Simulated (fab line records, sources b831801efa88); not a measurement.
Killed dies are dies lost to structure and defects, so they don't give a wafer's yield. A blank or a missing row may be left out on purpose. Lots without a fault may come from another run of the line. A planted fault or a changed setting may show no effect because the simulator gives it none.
fab line records | flow sky130
record lots=6 wafers=18 last_day=50
route steps=708 shown SONOS_TUNNEL@156 SONOS_ONO@168 PAD_OPEN@708
lots that met no fault: from a run of the same line without faults
start_h: hours from the record's first day to the start of the lot's first wafer shown | wait_h: hours since the lot's step before | " the same as in the row above | L1.1+2: a row that stands for several wafers | - no value, or no start given | * or withheld: withheld | < > ~ a bound
route shown NAME@n: a module of which the file shows steps, and the number in the route of the first | usual: mean/standard deviation of fault-free wafers | same: alike in all rows | chamber/n: place in a boat | sites: the reading at each site | _std_site: their standard deviation | _edge_site: outer sites' mean less inner sites' | radius_mm: how far each site lies from the wafer's centre | mask NAME#n: copy n | behind: the tool/chamber that last shaped the wafer | hold: why the lot was held/for how many hours/how that ended | device: the transistor (n, p or np) that didn't switch | end of line: the same wafers' tests at the end of the route | a step without rows: its recipe alone | killed: dies lost to structure and defects at the first sort, not the wafer's yield | map: a wafer's dies, x killed, . not, _ none there
set.NAME: the setting as run; set.NAME@STEP: as run at that earlier step | model.NAME: the simulator's own value behind a step, which no gauge read
lots at some steps of the route; a table a step, a row a wafer
services: from which hour (start_h, from the record's first day; less than 0 if before it) a tool's chamber was out of use, for how many hours, and why
## steps
# step SKY_SONOS_TUNNEL_COAT_02
# recipe resist=NOVOLAK spin_rpm=3000 resist_thk_nm=1140
# step SKY_SONOS_TUNNEL_SOFTBAKE_03
# recipe temp_c=90 time_s=60 resist=NOVOLAK
# step SKY_SONOS_TUNNEL_EXPOSE_04
# recipe mask_id=TUNM na=0.6 source_shape=conventional sigma_outer=0.6 polarization=unpolarized target_cd_nm=410 dose_mj=136
# step SKY_SONOS_TUNNEL_PEB_05
# recipe temp_c=withheld time_s=* resist=NOVOLAK
# step SKY_SONOS_TUNNEL_DEVELOP_06
# recipe resist=NOVOLAK developer=TMAH develop_time_s=60 dev_temp_c=23
# step SKY_SONOS_TUNNEL_CD_MEAS_07
# recipe target_cd_nm=410
# usual cd_nm=409.8/2.2
# columns lot.wafer tool chamber start_h wait_h cd_nm
L921.2 cd_sem-01 - 273.92 0.1 406.8
L921.4 " - " " 408.4
L921.6 " - " " 407.7
L924.1 cd_sem-02 - 297.32 0.1 411.0
L924.3 " - " " 410.5
L924.6 " - " " 412.3
L925.1 cd_sem-02 - 304.99 0.1 411.0
L925.3 " - " " 411.9
L925.5 " - " " 412.2
L935.3 cd_sem-02 - 385.31 0.1 409.5
L935.5 " - " " 409.9
L935.6 " - " " 407.3
L937.1 cd_sem-01 - 412.09 0.1 410.7
L937.2 " - " " 410.0
L937.4 " - " " 412.1
L940.3 cd_sem-01 - 453.61 0.1 410.5
L940.5 " - " " 409.6
L940.6 " - " " 410.1
# step SKY_SONOS_TUNNEL_OVL_MEAS_08
# usual SONOS_TUNNEL_OVL=-0.1/1.7
# columns lot.wafer tool chamber start_h wait_h SONOS_TUNNEL_OVL[nm]
L921.2 overlay-02 - 274.02 0.1 -1.3
L921.4 " - " " -2.5
L921.6 " - " " -0.4
L924.1 overlay-01 - 297.44 0.1 2.3
L924.3 " - " " -0.1
L924.6 " - " " -0.2
L925.1 overlay-02 - 305.11 0.1 -2.8
L925.3 " - " " -3.1
L925.5 " - " " -2.9
L935.3 overlay-01 - 385.40 0.1 1.4
L935.5 " - " " 1.9
L935.6 " - " " 1.9
L937.1 overlay-01 - 412.21 0.1 1.9
L937.2 " - " " 0.2
L937.4 " - " " 0.8
L940.3 overlay-02 - 453.70 0.1 -0.5
L940.5 " - " " 0.2
L940.6 " - " " -0.4
# step SKY_SONOS_TUNNEL_IMPLANT_09
# recipe species=B energy_kev=20 dose_cm2=1e+12 tilt_deg=withheld
# step SKY_SONOS_TUNNEL_WET_ETCH_10
# recipe chemistry=dHF target_depth_nm=14 target=SiO2 dilution=100:1 temp_c=25 time_s=280
# step SKY_SONOS_TUNNEL_STRIP_11
# recipe chemistry=SPM time_s=600 temp_c=130
# step SKY_SONOS_TUNNEL_TW_MEAS_12
# usual SONOS_TUNNEL_TW=196.7/2.4
# columns lot.wafer tool chamber start_h wait_h SONOS_TUNNEL_TW
L921.2 film_metro-02 - 274.50 0.0 197.5
L921.4 " - " " 198.0
L921.6 " - " " 197.4
L924.1 film_metro-02 - 297.88 0.0 198.2
L924.3 " - " " 198.3
L924.6 " - " " 197.8
L925.1 film_metro-02 - 305.56 0.0 198.3
L925.3 " - " " 198.5
L925.5 " - " " 198.8
L935.3 film_metro-01 - 385.87 0.0 193.7
L935.5 " - " " 193.4
L935.6 " - " " 192.1
L937.1 film_metro-01 - 412.66 0.0 193.3
L937.2 " - " " 193.7
L937.4 " - " " 193.4
L940.3 film_metro-04 - 454.16 0.0 199.5
L940.5 " - " " 199.2
L940.6 " - " " 199.1
# step SKY_SONOS_TUNNEL_CLEAN_13
# recipe chemistry=dHF time_s=20 dilution=100:1 dry=ipa_marangoni
# step SKY_SONOS_ONO_OXIDATION_00
# recipe temp_c=800 ambient=O2 idle_temp_c=700 ramp_up_c_per_min=10 ramp_down_c_per_min=3 stabilise_s=600 purge_s=300 target_thk_a=26 ox_time_s=1249
# usual ramp_up_c_per_min=10.0000/0.0018 spike_tc_bottom_C=820.5/2.1 spike_tc_centre_C=799.1/1.2 spike_tc_lower_C=799.7/1.4 spike_tc_top_C=814.0/2.5 spike_tc_upper_C=801.1/0.97 tube_center_temp_C=800/0.071 tube_center_temp_C_max=802.0/0.35 zone_power_bottom_pct=21.1/1.9 zone_power_centre_pct=14.48/0.22 zone_power_upper_pct=14.1/0.36
# columns lot.wafer tool chamber start_h wait_h ramp_up_c_per_min spike_tc_bottom_C spike_tc_centre_C spike_tc_lower_C spike_tc_top_C spike_tc_upper_C tube_center_temp_C tube_center_temp_C_max zone_power_bottom_pct zone_power_centre_pct zone_power_upper_pct model.SiO2_of_SONOS_ONO_OXIDATION_00.thk_nm
L921.2 furnace-02 0 275.04 0.5 9.9985 823.1 801.0 800.7 812.0 801.6 799.88 801.9 18.9 14.72 14.3 2.647
L921.4 " 0 " " 10.001 823.5 798.6 801.2 811.5 801.0 799.98 801.7 18.8 14.79 14.8 2.621
L921.6 " 0 " " 10.001 822.8 799.7 800.9 812.1 801.7 799.99 802.8 18.9 14.70 14.6 2.61
L924.1 furnace-01 0 298.04 0.1 9.9996 793.3 774.9 771.9 790.8 775.1 774.85 776.8 21.2 13.65 13.0 1.733
L924.3 " 0 " " 9.9984 794.1 773.1 772.1 791.4 777.3 774.82 776.7 21.1 13.60 13.2 1.75
L924.6 " 0 " " 10.000 793.4 776.1 773.0 793.0 776.3 774.88 777.3 21.1 13.39 13.1 1.754
L925.1 furnace-01 0 307.85 2.2 10.000 793.0 774.6 774.6 790.3 775.9 774.89 776.7 21.6 13.57 13.0 1.782
L925.3 " 0 " " 9.9989 794.5 773.7 773.3 789.7 776.9 774.76 776.5 21.2 13.56 12.8 1.787
L925.5 " 0 " " 10.001 793.2 774.7 773.4 792.7 775.8 774.81 776.8 21.3 13.57 13.0 1.804
L935.3 furnace-02 0 385.93 0.0 10.000 823.0 797.0 799.9 811.5 801.5 799.98 802.1 18.7 14.52 14.4 2.569
L935.5 " 0 " " 9.9968 823.8 799.0 801.2 812.5 799.8 800.04 801.9 18.7 14.67 14.7 2.626
L935.6 " 0 " " 9.9985 823.2 797.8 801.0 811.1 802.8 800.12 802.4 19.0 14.72 14.3 2.619
L937.1 furnace-01 0 413.34 0.6 9.9993 819.2 798.6 798.2 814.4 801.5 800.02 802.4 22.9 14.13 13.8 2.536
L937.2 " 0 " " 10.002 817.0 798.8 797.8 816.5 799.7 799.91 801.9 23.0 14.44 13.8 2.625
L937.4 " 0 " " 9.9983 817.7 799.9 796.9 816.7 800.2 800.04 801.8 22.9 14.54 14.0 2.555
L940.3 furnace-01 0 454.52 0.3 9.9996 819.2 799.9 799.6 814.7 800.8 799.89 802.2 22.6 14.50 13.9 2.629
L940.5 " 0 " " 9.9963 818.9 797.7 799.4 817.2 801.7 799.95 802.1 22.9 14.25 14.1 2.65
L940.6 " 0 " " 9.9998 817.4 798.9 799.4 815.4 800.4 800.13 802.2 22.7 14.39 14.0 2.703
# step SKY_SONOS_ONO_THK_MEAS_01
# recipe reads=SiO2_of_SONOS_ONO_OXIDATION_00
# usual SONOS_ONO_OXIDATION_THK=2.60/0.049
# columns lot.wafer tool chamber start_h wait_h SONOS_ONO_OXIDATION_THK[nm]
L921.2 film_metro-02 - 276.40 0.0 2.63
L921.4 " - " " 2.68
L921.6 " - " " 2.63
L924.1 film_metro-04 - 299.39 0.0 1.70
L924.3 " - " " 1.80
L924.6 " - " " 1.79
L925.1 film_metro-02 - 309.20 0.0 1.77
L925.3 " - " " 1.83
L925.5 " - " " 1.84
L935.3 film_metro-03 - 387.30 0.0 2.59
L935.5 " - " " 2.62
L935.6 " - " " 2.57
L937.1 film_metro-03 - 414.68 0.0 2.50
L937.2 " - " " 2.65
L937.4 " - " " 2.52
L940.3 film_metro-02 - 455.89 0.0 2.58
L940.5 " - " " 2.63
L940.6 " - " " 2.73
# step SKY_SONOS_ONO_CVD_02
# recipe material=Si3N4 precursor=DCS/NH3 target_thk_nm=10.5 temp_c=770 time_s=180 pressure_mtorr=250
# step SKY_PAD_OPEN_PROBE_99
# usual killed_at_M0_to_M3=44/7.2 killed_at_M4_up=3.4/2.1 killed_at_contacts=24/5.5 killed_at_front_end=15/4.6 killed_at_other=0.4/0.64 killed_dies=86/9.1 killed_open=47/7.5 killed_short=39/5.8
# same gross_dies=492 killed_at_back_side=0
# columns lot.wafer tool chamber start_h wait_h killed_at_M0_to_M3 killed_at_M4_up killed_at_contacts killed_at_front_end killed_at_other killed_dies killed_open killed_short model.etest.sonos_erased.drive_ua_um model.etest.sonos_uncharged.r_on_ohm_um model.etest.cap_ono.gate_log10_a_cm2 model.etest.cap_ono.gate_bv_v model.etest.cap_ono.tox_acc_nm model.etest.pfet_g5v0d10v5.off_log10_a_um model.etest.sonos_erased.vt_v model.etest.sonos_baked.vt_less_v
L921.2 prober-02 - 1099.94 0.1 33 2 21 20 0 76 34 42 231.1 811.5 -8.164 16.52 13.02 -12.59 -2.271 -0.4747
L921.4 prober-02 - 1100.04 0.2 42 2 25 16 0 85 49 35 162.7 820.4 -8.025 16.55 12.96 -12.82 -2.204 -0.4576
L921.6 prober-02 - 1100.14 0.2 47 2 18 20 0 87 48 38 182.1 823.8 -7.978 16.61 12.92 -12.89 -2.261 -0.5267
L924.1 prober-02 - 1116.82 0.1 34 2 21 11 0 68 32 36 253.3 777.2 -6.807 15.88 12.03 -12.36 -2.684 -0.8173
L924.3 prober-02 - 1116.92 0.2 37 0 25 14 0 76 46 30 234.4 792 -6.701 15.76 11.93 -12.45 -2.685 -0.8069
L924.6 prober-02 - 1117.07 0.2 38 5 24 13 0 80 41 39 238.4 780.5 -6.84 15.29 12.03 -12.46 -2.678 -0.7654
L925.1 prober-01 - 1122.13 0.1 35 5 23 13 1 77 42 34 191.4 782.5 -6.952 15.44 12.06 -11.84 -2.605 -0.8478
L925.3 prober-01 - 1122.23 0.2 36 3 28 15 0 82 45 36 214.9 791.2 -7.078 15.57 12.22 -11.94 -2.589 -0.8026
L925.5 prober-01 - 1122.33 0.2 45 2 23 18 0 88 49 39 266.6 791.6 -7.136 16.1 12.31 -11.97 -2.618 -0.748
L935.3 prober-01 - 1170.96 0.2 44 3 34 9 1 91 51 40 169.1 838.6 -8.025 16.3 13 -12.89 -2.223 -0.4948
L935.5 prober-01 - 1171.06 0.2 33 4 22 10 0 69 34 35 166 839.1 -8.234 17.08 13.11 -12.91 -2.161 -0.4521
L935.6 prober-01 - 1171.11 0.2 48 9 23 14 0 94 44 50 181.6 826.7 -8.288 16.92 13.19 -12.67 -2.159 -0.4862
L937.1 prober-01 - 1186.34 0.1 46 3 27 9 0 85 51 34 215.4 795.9 -7.865 16.29 12.8 -12.83 -2.36 -0.4473
L937.2 prober-01 - 1186.39 0.1 44 5 28 12 0 89 48 41 195.9 816.9 -7.968 16.79 12.91 -12.8 -2.273 -0.4672
L937.4 prober-01 - 1186.49 0.2 42 4 30 14 0 90 50 40 207.6 806.4 -7.904 16.14 12.83 -12.69 -2.339 -0.5408
L940.3 prober-01 - 1205.57 0.2 61 2 16 17 0 96 51 44 203.4 826.5 -7.876 16.59 12.87 -12.99 -2.304 -0.4952
L940.5 prober-01 - 1205.67 0.2 48 4 18 21 0 91 62 29 147.1 817.8 -8.097 16.37 12.96 -12.87 -2.201 -0.4649
L940.6 prober-01 - 1205.72 0.2 45 4 39 14 0 102 56 46 160.8 835.4 -8.166 16.38 13.09 -13.1 -2.156 -0.5094
# killed by level:class
L921.2 POLY_GATE:geometric_particle:short=9 LI_CONTACT:geometric_particle:open=6 VIA1:geometric_particle:open=6 METAL1:geometric_particle:short=6 LOCAL_INTERCONNECT:geometric_particle:short=5 CONTACT:geometric_particle:open=5 VIA1:geometric_particle:short=5 VIA2:geometric_particle:open=5
L921.4 VIA1:geometric_particle:open=14 CONTACT:geometric_particle:open=12 VIA3:geometric_particle:open=7 METAL1:geometric_particle:short=5 POLY_GATE:geometric_particle:short=4 VIA2:geometric_particle:open=4 VIA1:geometric_particle:short=4 VIA2:geometric_particle:short=4
L921.6 VIA1:geometric_particle:open=10 VIA2:geometric_particle:open=7 CONTACT:geometric_particle:open=7 METAL2:geometric_particle:short=6 FIELD_ISO:geometric_particle:open=5 POLY_GATE:geometric_particle:short=5 LI_CONTACT:geometric_particle:open=5 CONTACT:geometric_particle:short=5
L924.1 VIA1:geometric_particle:open=7 METAL2:geometric_particle:short=7 METAL1:geometric_particle:short=6 POLY_GATE:geometric_particle:open=5 LI_CONTACT:geometric_particle:open=5 CONTACT:geometric_particle:short=5 CONTACT:geometric_particle:open=4 VIA3:geometric_particle:open=4
L924.3 VIA1:geometric_particle:open=11 CONTACT:geometric_particle:open=10 LI_CONTACT:geometric_particle:open=6 METAL2:geometric_particle:short=6 METAL3:geometric_particle:short=5 VIA3:geometric_particle:open=5 FIELD_ISO:geometric_particle:open=4 CONTACT:geometric_particle:short=4
L924.6 CONTACT:geometric_particle:open=14 METAL2:geometric_particle:short=8 VIA1:geometric_particle:open=7 VIA2:geometric_particle:open=5 CONTACT:geometric_particle:short=5 POLY_GATE:geometric_particle:short=4 METAL1:geometric_particle:short=4 VIA2:geometric_particle:short=4
L925.1 VIA1:geometric_particle:open=9 LI_CONTACT:geometric_particle:open=7 METAL2:geometric_particle:short=7 VIA3:geometric_particle:open=7 CONTACT:geometric_particle:open=6 FIELD_ISO:geometric_particle:open=5 POLY_GATE:geometric_particle:short=4 CONTACT:geometric_particle:short=3
L925.3 CONTACT:geometric_particle:open=11 CONTACT:geometric_particle:short=9 VIA1:geometric_particle:open=9 FIELD_ISO:geometric_particle:open=7 VIA2:geometric_particle:open=5 LI_CONTACT:geometric_particle:open=5 FIELD_ISO:geometric_particle:short=4 VIA3:geometric_particle:short=4
L925.5 CONTACT:geometric_particle:open=9 METAL1:geometric_particle:short=9 VIA1:geometric_particle:open=8 VIA3:geometric_particle:open=7 CONTACT:geometric_particle:short=5 LI_CONTACT:geometric_particle:open=5 VIA1:geometric_particle:short=5 FIELD_ISO:geometric_particle:open=4
L935.3 LI_CONTACT:geometric_particle:open=12 CONTACT:geometric_particle:open=8 VIA2:geometric_particle:open=8 VIA1:geometric_particle:open=7 VIA3:geometric_particle:open=6 METAL2:geometric_particle:short=6 LI_CONTACT:geometric_particle:short=5 VIA1:geometric_particle:short=5
L935.5 CONTACT:geometric_particle:open=12 METAL1:geometric_particle:short=7 METAL2:geometric_particle:short=5 POLY_GATE:geometric_particle:short=4 LI_CONTACT:geometric_particle:open=4 VIA1:geometric_particle:open=4 METAL2:geometric_particle:open=3 VIA1:geometric_particle:short=3
L935.6 CONTACT:geometric_particle:open=8 VIA1:geometric_particle:open=8 METAL2:geometric_particle:short=8 VIA3:geometric_particle:open=8 POLY_GATE:geometric_particle:short=6 METAL1:geometric_particle:short=6 METAL4:geometric_particle:short=6 LI_CONTACT:geometric_particle:short=5
L937.1 VIA1:geometric_particle:open=13 CONTACT:geometric_particle:open=12 METAL1:geometric_particle:short=9 VIA2:geometric_particle:open=8 LI_CONTACT:geometric_particle:open=5 LOCAL_INTERCONNECT:geometric_particle:short=4 CONTACT:geometric_particle:short=4 METAL3:geometric_particle:short=4
L937.2 LI_CONTACT:geometric_particle:open=9 METAL2:geometric_particle:short=9 CONTACT:geometric_particle:short=8 CONTACT:geometric_particle:open=7 VIA1:geometric_particle:open=6 VIA3:geometric_particle:short=6 VIA2:geometric_particle:open=6 METAL1:geometric_particle:short=5
L937.4 LI_CONTACT:geometric_particle:open=8 VIA2:geometric_particle:open=8 VIA1:geometric_particle:open=7 LI_CONTACT:geometric_particle:short=6 CONTACT:geometric_particle:open=6 VIA1:geometric_particle:short=6 VIA3:geometric_particle:open=6 FIELD_ISO:geometric_particle:open=5
L940.3 VIA1:geometric_particle:open=16 METAL1:geometric_particle:short=10 CONTACT:geometric_particle:open=7 VIA3:geometric_particle:open=7 VIA2:geometric_particle:open=6 VIA1:geometric_particle:short=5 FIELD_ISO:geometric_particle:open=4 POLY_GATE:geometric_particle:open=4
L940.5 VIA2:geometric_particle:open=12 VIA1:geometric_particle:open=9 FIELD_ISO:geometric_particle:open=8 LI_CONTACT:geometric_particle:open=7 CONTACT:geometric_particle:open=6 VIA3:geometric_particle:open=5 METAL1:geometric_particle:short=5 POLY_GATE:geometric_particle:open=4
L940.6 CONTACT:geometric_particle:open=13 VIA3:geometric_particle:open=9 CONTACT:geometric_particle:short=8 VIA1:geometric_particle:open=8 METAL1:geometric_particle:short=8 VIA2:geometric_particle:open=7 FIELD_ISO:geometric_particle:open=6 LOCAL_INTERCONNECT:geometric_particle:short=6
## services
# columns tool chamber start_h hours kind
furnace-01 - 303.59 2.9 pm
furnace-01 - 316.26 31.1 repair
furnace-02 - 353.25 2.6 pm
furnace-01 - 368.63 2.6 pm
## key
first_sign step=SKY_SONOS_ONO_OXIDATION_00 reading=tube_center_temp_C direction=down sigmas=99+ usual=* struck=*
effect step=SKY_SONOS_ONO_OXIDATION_00 reading=tube_center_temp_C_max direction=down sigmas=71 usual=* struck=*
effect step=SKY_SONOS_ONO_THK_MEAS_01 reading=SONOS_ONO_OXIDATION_THK direction=down sigmas=17 usual=2.60 struck=1.79
model_effect step=SKY_SONOS_ONO_OXIDATION_00 value=SiO2_of_SONOS_ONO_OXIDATION_00.thk_nm without=2.584 struck=1.768
model_effect step=SKY_PAD_OPEN_PROBE_99 value=etest.sonos_erased.drive_ua_um without=187.1 struck=233.2
met_at SKY_SONOS_ONO_OXIDATION_00
struck_wafers L924.1,L924.3,L924.6,L925.1,L925.3,L925.5
tester_left_out L924,L925
fault kind=process_parameter_drift tool=furnace-01 chamber=- onset_h=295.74 steps=SKY_SONOS_ONO_OXIDATION_00 channel=temp_c offset=* shape=step end_h=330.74 acts_in=* stated=*
# tester_left_out: of these lots the tester's yield and bins aren't shown, on N5 and GAA mostly nor the transistor test; their killed dies are dies lost to structure and defects alone, not to doping, threshold or leakage, so they don't give the yield
